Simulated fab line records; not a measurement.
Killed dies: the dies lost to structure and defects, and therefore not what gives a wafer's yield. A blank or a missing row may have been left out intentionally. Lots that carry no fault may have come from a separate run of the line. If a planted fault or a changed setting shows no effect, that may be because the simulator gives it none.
fab line records	flow sky130
record: lots: 14	wafers: 41	last-day: 50
route steps=708 shown POLY_CUT@318 PAD_OPEN@708
lots that met no fault: from a run of the same line without faults
start-h: hours from the record's first day to the start of the lot's first wafer shown	wait-h: how many hours have passed since the lot's step before this one	" as in the row above	L1.1+2: a row that stands for several wafers	- either no value or no given start	* or withheld: withheld	< > ~ a bound
route shown NAME@n: a module of which the file shows steps, and the number in the route of the first	usual: mean/standard deviation of fault-free wafers	same: alike in all rows	chamber/n: place in a boat	sites: per-site readings	_std_site: standard deviation of those values	_edge_site: outer sites' mean less inner sites'	radius-mm: how far each site lies from the wafer's centre	mask NAME#n: copy n	behind: the most recent tool/chamber to have shaped the wafer	hold: why the lot went on hold/how many hours it stayed there/how the hold came to an end	device: the transistor (n, p or np) that didn't switch	end of line: tests of these same wafers at the route's end	a step given without rows: its recipe and nothing more	killed: count of dies lost to structure and defects at first sort (not the wafer's yield)	map: shows each die of a wafer: x if killed, . if not, _ if none is there
set.NAME: the setting that was run; set.NAME@STEP: the one run at that earlier step	model.NAME: the simulator's own value behind a step, which no gauge read
a sample of lots followed through the steps of the route, with each step as a table and each wafer as a row
services: a tool's chamber out of use, with start hour (start-h, from the record's first day; less than 0 if before it), hours out, and reason
== steps ==
step: SKY_POLY_CUT_ETCH_11
recipe: target: Si3N4	chemistry: CF4/CH2F2/Ar	stop-on: poly-Si	source-w: 600	bias-w: 150	pressure-mtorr: 40	cf4-flow-sccm: 40	ch2f2-flow-sccm: 20	Ar_flow_sccm: 150	time-s: 42.5	target-depth-a: 600
usual: drypump-motor-current-A: 5.7/0.43	oes-product-au: 0.827/0.0062	run-length-s: 70.7/0.41	throttle-valve-pct: 14.995/0.0089
lot.wafer	tool	chamber	start-h	wait-h	drypump-motor-current-A	oes-product-au	rf-hours-counter-h	run-length-s	throttle-valve-pct
L518.2	rie-diel-02	2	557.65	0.0	5.6	0.818	9	71.0	14.983
L518.3	"	3	"	"	5.3	0.821	7	70.2	15.000
L518.6	"	0	"	"	5.2	0.815	-	70.3	14.992
L519.2	rie-diel-02	2	569.35	0.0	5.6	0.830	9	70.9	14.995
L519.4	"	0	"	"	5.2	0.823	3	70.7	14.998
L519.5	"	3	"	"	5.3	0.831	-	70.1	15.000
L520.2	rie-diel-04	0	579.04	0.0	5.7	0.824	4	70.7	14.999
L520.3	"	2	"	"	6.4	0.824	36	70.7	15.000
L520.6	"	0	"	"	5.7	0.815	-	70.9	14.997
L521.2	rie-diel-04	3	591.73	0.0	6.0	0.828	51	70.8	14.985
L521.5	"	3	"	"	5.9	0.830	-	71.1	14.981
L521.6	"	2	"	"	6.4	0.833	-	70.9	15.007
L524.4	rie-diel-04	2	611.93	0.0	6.4	0.839	37	70.6	14.982
L524.5	"	0	"	"	5.7	0.828	-	70.5	14.986
L524.6	"	1	"	"	6.0	0.831	-	70.7	14.983
L523.1	rie-diel-01	2	612.89	0.0	4.9	0.828	12	71.4	14.982
L523.3	"	1	"	"	6.2	0.830	55	70.7	14.992
L523.4	"	3	"	"	5.2	0.824	10	70.4	14.988
L527.2	rie-diel-04	0	639.15	0.0	5.7	0.823	6	70.8	14.996
L527.4	"	3	"	"	6.0	0.806	52	72.4	15.003
L527.6	"	1	"	"	6.0	0.823	-	70.4	14.972
L526.1	rie-diel-04	1	641.49	0.0	6.0	0.830	1	71.0	14.997
L526.3	"	3	"	"	6.0	0.806	52	72.6	14.991
L534.2	rie-diel-01	0	703.08	0.0	5.7	0.832	29	69.9	14.994
L534.3	"	3	"	"	5.2	0.826	12	70.4	14.984
L534.4	"	3	"	"	5.2	0.822	-	70.3	14.987
L535.1	rie-diel-02	0	708.53	0.0	5.2	0.824	5	70.6	14.986
L535.5	"	0	"	"	5.2	0.830	-	70.9	14.994
L535.6	"	3	"	"	5.3	0.837	-	70.5	14.991
L536.1	rie-diel-04	1	714.63	0.0	6.1	0.833	3	70.4	14.999
L536.2	"	2	"	"	6.4	0.837	40	71.1	15.008
L536.4	"	0	"	"	5.7	0.835	-	71.0	14.988
L537.1	rie-diel-02	2	727.63	0.0	5.6	0.824	12	71.0	15.004
L537.5	"	1	"	"	5.8	0.830	-	70.2	14.985
L537.6	"	2	"	"	5.5	0.826	-	71.1	15.000
L540.4	rie-diel-01	3	740.53	0.0	5.2	0.819	13	70.3	15.000
L540.5	"	0	"	"	5.7	0.841	-	70.3	15.014
L540.6	"	1	"	"	6.2	0.835	-	70.7	15.010
L541.4	rie-diel-04	0	747.30	0.0	5.7	0.823	9	71.4	14.993
L541.5	"	3	"	"	6.0	0.830	-	71.0	14.994
L541.6	"	2	"	"	6.4	0.830	-	71.1	15.006
step: SKY_PAD_OPEN_PROBE_99
usual: killed_at_M0_to_M3: 42/7	killed_at_M4_up: 3.2/1.6	killed-at-contacts: 24/5.8	killed-at-front-end: 16/4.3	killed-at-other: 0.3/0.62	killed-dies: 86/9.5	killed-on-rim: 17/3.7	killed-open: 46/6.4	killed-short: 39/6.3
same: gross-dies: 492	killed-at-back-side: 0
lot.wafer	tool	chamber	start-h	wait-h	killed_at_M0_to_M3	killed_at_M4_up	killed-at-contacts	killed-at-front-end	killed-at-other	killed-dies	killed-on-rim	killed-open	killed-short
L518.2	prober-02	-	1077.56	0.1	36	1	20	15	0	72	12	44	28
L518.3	prober-02	-	1077.61	0.2	42	2	22	15	0	81	16	41	40
L518.6	prober-02	-	1077.76	0.2	43	4	26	19	0	92	17	52	40
L519.2	prober-01	-	1084.50	0.1	36	3	25	13	1	78	16	49	29
L519.4	prober-01	-	1084.60	0.2	45	2	27	10	0	84	17	41	43
L519.5	prober-01	-	1084.65	0.2	34	2	22	26	0	84	13	44	39
L520.2	prober-02	-	1092.11	0.1	43	3	23	14	0	83	18	49	34
L520.3	prober-02	-	1092.16	0.2	48	3	21	6	0	78	18	38	40
L520.6	prober-02	-	1092.31	0.2	40	2	36	15	0	93	22	49	44
L521.2	prober-01	-	1102.87	0.1	38	1	13	23	0	75	17	43	32
L521.5	prober-01	-	1103.02	0.2	37	3	23	25	2	90	16	52	38
L521.6	prober-01	-	1103.07	0.2	56	2	24	21	0	103	26	60	41
L524.4	prober-01	-	1114.53	0.2	43	5	28	14	1	91	16	47	44
L524.5	prober-01	-	1114.58	0.2	30	2	25	21	1	79	14	42	36
L524.6	prober-01	-	1114.63	0.2	38	7	33	21	0	99	22	53	44
L523.1	prober-02	-	1116.52	0.1	38	4	39	19	0	100	19	51	49
L523.3	prober-02	-	1116.62	0.2	48	5	24	15	0	92	19	45	47
L523.4	prober-02	-	1116.67	0.2	37	5	30	15	0	87	21	54	33
L527.2	prober-02	-	1133.02	0.1	44	4	23	12	1	84	23	41	43
L527.4	prober-02	-	1133.12	0.2	47	4	22	14	0	87	17	42	45
L527.6	prober-02	-	1133.22	0.2	44	2	30	14	1	91	11	57	34
L526.1	prober-01	-	1136.47	0.1	41	4	26	14	0	85	20	44	41
L526.3	prober-01	-	1136.57	0.2	37	3	29	9	1	79	14	38	41
L534.2	prober-02	-	1173.61	0.1	55	4	19	9	0	87	15	44	43
L534.3	prober-02	-	1173.66	0.2	33	3	21	15	0	72	13	46	26
L534.4	prober-02	-	1173.71	0.2	47	2	23	19	1	92	16	47	45
L535.1	prober-01	-	1174.60	0.1	37	3	23	21	0	84	14	43	41
L535.5	prober-01	-	1174.80	0.2	39	2	29	7	1	78	22	37	40
L535.6	prober-01	-	1174.85	0.2	46	2	23	11	1	83	16	53	30
L536.1	prober-02	-	1183.32	0.1	52	2	27	10	0	91	21	60	31
L536.2	prober-02	-	1183.37	0.1	42	5	20	15	1	83	20	46	37
L536.4	prober-02	-	1183.47	0.2	36	6	20	22	0	84	18	45	38
L537.1	prober-01	-	1187.17	0.1	36	6	31	14	0	87	14	48	39
L537.5	prober-01	-	1187.37	0.2	42	4	25	14	0	85	17	49	36
L537.6	prober-01	-	1187.42	0.2	39	1	20	23	0	83	13	49	34
L540.4	prober-02	-	1195.97	0.2	33	4	29	13	0	79	13	40	38
L540.5	prober-02	-	1196.02	0.2	31	0	17	9	2	59	11	30	27
L540.6	prober-02	-	1196.07	0.2	35	7	24	20	0	86	20	43	41
L541.4	prober-01	-	1200.96	0.2	38	5	31	14	0	88	16	37	51
L541.5	prober-01	-	1201.01	0.2	33	2	25	7	1	68	16	43	25
L541.6	prober-01	-	1201.06	0.2	31	2	22	12	1	68	13	39	29
killed by level:class
L518.2 VIA2:geometric-particle:open=10 CONTACT:geometric-particle:open=8 VIA1:geometric-particle:open=8 VIA3:geometric-particle:open=5 CONTACT:geometric-particle:short=5 FIELD_ISO:geometric-particle:open=4 FIELD_ISO:geometric-particle:short=3 SPACER:geometric-particle:short=3
L518.3 VIA3:geometric-particle:open=9 CONTACT:geometric-particle:open=8 VIA2:geometric-particle:open=6 VIA2:geometric-particle:short=6 POLY_GATE:geometric-particle:short=5 LI_CONTACT:geometric-particle:open=5 CONTACT:geometric-particle:short=4 VIA3:geometric-particle:short=4
L518.6 VIA1:geometric-particle:open=15 CONTACT:geometric-particle:open=12 VIA2:geometric-particle:open=8 POLY_GATE:geometric-particle:open=7 FIELD_ISO:geometric-particle:short=5 LI_CONTACT:geometric-particle:open=4 POLY_GATE:geometric-particle:short=4 LI_CONTACT:geometric-particle:short=4
L519.2 CONTACT:geometric-particle:open=10 VIA1:geometric-particle:open=7 VIA2:geometric-particle:open=7 LI_CONTACT:geometric-particle:open=6 VIA3:geometric-particle:open=6 FIELD_ISO:geometric-particle:open=5 LI_CONTACT:geometric-particle:short=4 FIELD_ISO:geometric-particle:short=3
L519.4 CONTACT:geometric-particle:short=10 VIA1:geometric-particle:open=10 CONTACT:geometric-particle:open=7 METAL1:geometric-particle:short=7 METAL2:geometric-particle:short=6 LI_CONTACT:geometric-particle:open=5 VIA3:geometric-particle:open=5 VIA2:geometric-particle:open=5
L519.5 VIA1:geometric-particle:open=8 VIA2:geometric-particle:open=8 SPACER:geometric-particle:short=5 LI_CONTACT:geometric-particle:open=5 LOCAL_INTERCONNECT:geometric-particle:short=5 CONTACT:geometric-particle:open=5 POLY_GATE:geometric-particle:short=4 POLY_GATE:geometric-particle:open=4
L520.2 VIA1:geometric-particle:open=13 CONTACT:geometric-particle:open=10 VIA2:geometric-particle:open=8 CONTACT:geometric-particle:short=6 METAL1:geometric-particle:short=5 POLY_GATE:geometric-particle:short=4 LI_CONTACT:geometric-particle:open=4 VIA3:geometric-particle:short=4
L520.3 VIA1:geometric-particle:open=13 VIA2:geometric-particle:open=7 VIA3:geometric-particle:short=6 CONTACT:geometric-particle:open=6 LOCAL_INTERCONNECT:geometric-particle:short=5 CONTACT:geometric-particle:short=5 VIA1:geometric-particle:short=5 LI_CONTACT:geometric-particle:open=4
L520.6 LOCAL_INTERCONNECT:geometric-particle:short=10 CONTACT:geometric-particle:open=9 VIA2:geometric-particle:open=7 LI_CONTACT:geometric-particle:open=6 CONTACT:geometric-particle:short=6 VIA3:geometric-particle:open=6 METAL1:geometric-particle:short=5 VIA1:geometric-particle:short=5
L521.2 VIA1:geometric-particle:open=9 VIA3:geometric-particle:open=9 METAL1:geometric-particle:short=7 VIA2:geometric-particle:open=6 FIELD_ISO:geometric-particle:short=5 POLY_GATE:geometric-particle:open=5 FIELD_ISO:geometric-particle:open=4 CONTACT:geometric-particle:short=4
L521.5 CONTACT:geometric-particle:open=12 FIELD_ISO:geometric-particle:short=6 LI_CONTACT:geometric-particle:open=6 FIELD_ISO:geometric-particle:open=5 POLY_GATE:geometric-particle:short=5 VIA3:geometric-particle:open=5 VIA1:geometric-particle:open=5 VIA2:geometric-particle:open=5
L521.6 VIA3:geometric-particle:open=16 LI_CONTACT:geometric-particle:open=10 METAL2:geometric-particle:short=7 CONTACT:geometric-particle:open=7 FIELD_ISO:geometric-particle:open=6 VIA1:geometric-particle:open=5 VIA2:geometric-particle:open=5 METAL1:geometric-particle:short=4
L524.4 CONTACT:geometric-particle:open=12 VIA1:geometric-particle:open=10 METAL2:geometric-particle:short=9 METAL1:geometric-particle:short=6 LI_CONTACT:geometric-particle:open=5 CONTACT:geometric-particle:short=5 VIA1:geometric-particle:short=5 FIELD_ISO:geometric-particle:open=4
L524.5 VIA1:geometric-particle:open=11 POLY_GATE:geometric-particle:open=8 CONTACT:geometric-particle:open=8 VIA1:geometric-particle:short=7 CONTACT:geometric-particle:short=6 LOCAL_INTERCONNECT:geometric-particle:short=5 FIELD_ISO:geometric-particle:short=4 LI_CONTACT:geometric-particle:open=4
L524.6 CONTACT:geometric-particle:open=14 VIA3:geometric-particle:open=8 LI_CONTACT:geometric-particle:open=7 VIA1:geometric-particle:open=7 LOCAL_INTERCONNECT:geometric-particle:short=6 POLY_GATE:geometric-particle:short=5 METAL4:geometric-particle:short=5 METAL2:geometric-particle:short=5
L523.1 CONTACT:geometric-particle:open=12 LI_CONTACT:geometric-particle:open=9 VIA1:geometric-particle:short=7 VIA1:geometric-particle:open=7 VIA2:geometric-particle:open=7 METAL1:geometric-particle:short=6 LOCAL_INTERCONNECT:geometric-particle:short=6 CONTACT:geometric-particle:short=6
L523.3 VIA1:geometric-particle:open=13 CONTACT:geometric-particle:open=9 VIA1:geometric-particle:short=8 METAL2:geometric-particle:short=7 LI_CONTACT:geometric-particle:open=6 VIA3:geometric-particle:short=5 POLY_GATE:geometric-particle:open=4 METAL4:geometric-particle:short=4
L523.4 CONTACT:geometric-particle:open=12 VIA1:geometric-particle:open=10 POLY_GATE:geometric-particle:open=9 VIA3:geometric-particle:open=7 LI_CONTACT:geometric-particle:open=7 LI_CONTACT:geometric-particle:short=5 CONTACT:geometric-particle:short=5 VIA2:geometric-particle:short=5
L527.2 VIA3:geometric-particle:open=8 LI_CONTACT:geometric-particle:open=7 VIA2:geometric-particle:open=7 METAL1:geometric-particle:short=6 CONTACT:geometric-particle:open=6 CONTACT:geometric-particle:short=6 METAL2:geometric-particle:short=6 FIELD_ISO:geometric-particle:short=4
L527.4 LI_CONTACT:geometric-particle:open=8 VIA1:geometric-particle:open=7 FIELD_ISO:geometric-particle:open=6 VIA2:geometric-particle:short=6 METAL1:geometric-particle:short=6 CONTACT:geometric-particle:short=4 CONTACT:geometric-particle:open=4 VIA1:geometric-particle:short=4
L527.6 CONTACT:geometric-particle:open=13 VIA1:geometric-particle:open=13 VIA2:geometric-particle:open=9 LI_CONTACT:geometric-particle:open=7 CONTACT:geometric-particle:short=5 VIA2:geometric-particle:short=5 FIELD_ISO:geometric-particle:open=4 METAL2:geometric-particle:short=4
L526.1 VIA1:geometric-particle:open=14 CONTACT:geometric-particle:open=8 LI_CONTACT:geometric-particle:open=6 CONTACT:geometric-particle:short=5 LOCAL_INTERCONNECT:geometric-particle:short=5 METAL2:geometric-particle:short=5 POLY_GATE:geometric-particle:open=4 METAL1:geometric-particle:short=4
L526.3 CONTACT:geometric-particle:open=11 VIA1:geometric-particle:open=8 METAL2:geometric-particle:short=8 LOCAL_INTERCONNECT:geometric-particle:short=6 CONTACT:geometric-particle:short=5 METAL1:geometric-particle:short=5 VIA2:geometric-particle:open=5 LI_CONTACT:geometric-particle:open=4
L534.2 VIA3:geometric-particle:open=10 VIA1:geometric-particle:open=8 VIA1:geometric-particle:short=8 VIA2:geometric-particle:open=8 METAL1:geometric-particle:short=7 LI_CONTACT:geometric-particle:open=6 CONTACT:geometric-particle:open=5 METAL2:geometric-particle:short=5
L534.3 VIA1:geometric-particle:open=10 CONTACT:geometric-particle:open=7 FIELD_ISO:geometric-particle:open=6 VIA2:geometric-particle:open=5 VIA3:geometric-particle:open=5 POLY_GATE:geometric-particle:open=4 LI_CONTACT:geometric-particle:short=4 LI_CONTACT:geometric-particle:open=4
L534.4 METAL1:geometric-particle:short=8 VIA3:geometric-particle:open=8 LI_CONTACT:geometric-particle:open=7 CONTACT:geometric-particle:open=7 VIA1:geometric-particle:open=7 VIA2:geometric-particle:open=7 FIELD_ISO:geometric-particle:open=5 SPACER:geometric-particle:short=5
L535.1 FIELD_ISO:geometric-particle:short=8 VIA2:geometric-particle:open=8 LI_CONTACT:geometric-particle:open=7 LOCAL_INTERCONNECT:geometric-particle:short=7 VIA1:geometric-particle:open=7 CONTACT:geometric-particle:open=5 METAL2:geometric-particle:short=5 VIA3:geometric-particle:open=5
L535.5 CONTACT:geometric-particle:open=9 CONTACT:geometric-particle:short=7 LI_CONTACT:geometric-particle:open=6 METAL2:geometric-particle:open=6 METAL2:geometric-particle:short=6 VIA1:geometric-particle:open=5 VIA2:geometric-particle:open=4 LI_CONTACT:geometric-particle:short=4
L535.6 VIA1:geometric-particle:open=14 CONTACT:geometric-particle:open=11 VIA3:geometric-particle:open=7 VIA2:geometric-particle:open=6 FIELD_ISO:geometric-particle:short=5 METAL2:geometric-particle:short=5 LI_CONTACT:geometric-particle:open=4 METAL1:geometric-particle:short=4
L536.1 VIA1:geometric-particle:open=15 VIA3:geometric-particle:open=13 CONTACT:geometric-particle:open=11 CONTACT:geometric-particle:short=6 METAL1:geometric-particle:short=5 LI_CONTACT:geometric-particle:open=4 METAL2:geometric-particle:short=4 VIA2:geometric-particle:open=4
L536.2 CONTACT:geometric-particle:open=9 VIA1:geometric-particle:open=7 METAL2:geometric-particle:short=6 FIELD_ISO:geometric-particle:open=5 METAL1:geometric-particle:short=5 VIA2:geometric-particle:open=5 POLY_GATE:geometric-particle:short=4 LI_CONTACT:geometric-particle:open=4
L536.4 VIA1:geometric-particle:open=9 CONTACT:geometric-particle:open=8 FIELD_ISO:geometric-particle:open=6 VIA1:geometric-particle:short=6 POLY_GATE:geometric-particle:open=5 LI_CONTACT:geometric-particle:open=5 FIELD_ISO:geometric-particle:short=4 POLY_GATE:geometric-particle:short=4
L537.1 CONTACT:geometric-particle:open=13 LI_CONTACT:geometric-particle:open=8 VIA1:geometric-particle:open=8 METAL2:geometric-particle:short=5 VIA2:geometric-particle:open=5 FIELD_ISO:geometric-particle:open=4 FIELD_ISO:geometric-particle:short=4 VIA2:geometric-particle:short=4
L537.5 LI_CONTACT:geometric-particle:open=12 VIA1:geometric-particle:open=10 METAL2:geometric-particle:short=7 VIA3:geometric-particle:open=7 CONTACT:geometric-particle:short=5 POLY_GATE:geometric-particle:open=4 CONTACT:geometric-particle:open=4 VIA1:geometric-particle:short=4
L537.6 VIA1:geometric-particle:open=11 FIELD_ISO:geometric-particle:open=9 CONTACT:geometric-particle:open=7 VIA2:geometric-particle:open=6 CONTACT:geometric-particle:short=5 VIA1:geometric-particle:short=5 POLY_GATE:geometric-particle:open=4 LOCAL_INTERCONNECT:geometric-particle:short=4
L540.4 VIA2:geometric-particle:open=11 LI_CONTACT:geometric-particle:open=8 LI_CONTACT:geometric-particle:short=6 METAL1:geometric-particle:short=6 LOCAL_INTERCONNECT:geometric-particle:short=5 CONTACT:geometric-particle:short=5 CONTACT:geometric-particle:open=5 VIA1:geometric-particle:open=5
L540.5 VIA1:geometric-particle:open=9 LOCAL_INTERCONNECT:geometric-particle:short=6 CONTACT:geometric-particle:open=5 METAL1:geometric-particle:short=5 VIA2:geometric-particle:open=4 SPACER:geometric-particle:short=3 LI_CONTACT:geometric-particle:open=3 VIA3:geometric-particle:open=3
L540.6 CONTACT:geometric-particle:open=11 VIA1:geometric-particle:open=9 VIA3:geometric-particle:open=7 METAL4:geometric-particle:short=6 FIELD_ISO:geometric-particle:open=5 POLY_GATE:geometric-particle:short=5 METAL1:geometric-particle:short=5 VIA3:geometric-particle:short=5
L541.4 LI_CONTACT:geometric-particle:open=8 CONTACT:geometric-particle:open=8 METAL2:geometric-particle:short=7 METAL1:geometric-particle:short=7 VIA1:geometric-particle:short=7 CONTACT:geometric-particle:short=6 VIA1:geometric-particle:open=6 POLY_GATE:geometric-particle:open=5
L541.5 CONTACT:geometric-particle:open=13 LI_CONTACT:geometric-particle:open=7 VIA3:geometric-particle:open=7 VIA2:geometric-particle:open=5 VIA3:geometric-particle:short=5 VIA1:geometric-particle:open=4 LI_CONTACT:geometric-particle:short=3 VIA1:geometric-particle:short=3
L541.6 CONTACT:geometric-particle:open=11 VIA2:geometric-particle:open=6 LI_CONTACT:geometric-particle:open=5 METAL2:geometric-particle:short=5 METAL3:geometric-particle:short=5 METAL1:geometric-particle:short=4 CONTACT:geometric-particle:short=4 FIELD_ISO:geometric-particle:open=3
== services ==
tool	chamber	start-h	hours	kind
rie-diel-02	2	535.04	4.4	repair
rie-diel-04	1	545.14	20.7	repair
rie-diel-01	-	563.56	0.3	repair
rie-diel-04	1	565.82	-	clean
rie-diel-04	1	565.82	34.6	scheduled-down
rie-diel-04	1	565.82	34.6	vent-cycle
rie-diel-01	-	573.70	0.4	repair
rie-diel-02	-	589.51	4.1	repair
rie-diel-04	2	677.60	2.1	repair
rie-diel-01	1	700.83	-	clean
rie-diel-01	1	700.83	12.0	scheduled-down
rie-diel-01	1	700.83	12.0	vent-cycle
rie-diel-04	2	701.92	4.6	repair
rie-diel-04	3	711.79	-	clean
rie-diel-04	3	711.79	26.0	scheduled-down
rie-diel-04	3	711.79	26.0	vent-cycle
rie-diel-02	1	721.65	5.3	repair
== key ==
first-sign: step: SKY_POLY_CUT_ETCH_11	reading: run-length-s	direction: up	sigmas: 4.4	usual: *	struck: *
effect: step: SKY_POLY_CUT_ETCH_11	reading: oes-product-au	direction: down	sigmas: 3.5	usual: 0.827	struck: 0.806
met-at SKY_POLY_CUT_ETCH_11
struck-lots L526,L527
struck-wafers L526.3,L527.4
tester-left-out L526,L527
onset-between 591.73 639.15
fault: kind: process-parameter-drift	tool: rie-diel-04	chamber: 3	onset-h: 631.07	steps: SKY_POLY_CUT_ETCH_11	channel: time-s	offset: *	shape: step	end-h: 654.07	acts-in: *	stated: *
tester-left-out: of these lots the tester's yield and bins aren't shown, on N5 and GAA mostly nor the transistor test; their killed dies are dies lost to structure and defects alone, not to doping, threshold or leakage, so they don't give the yield
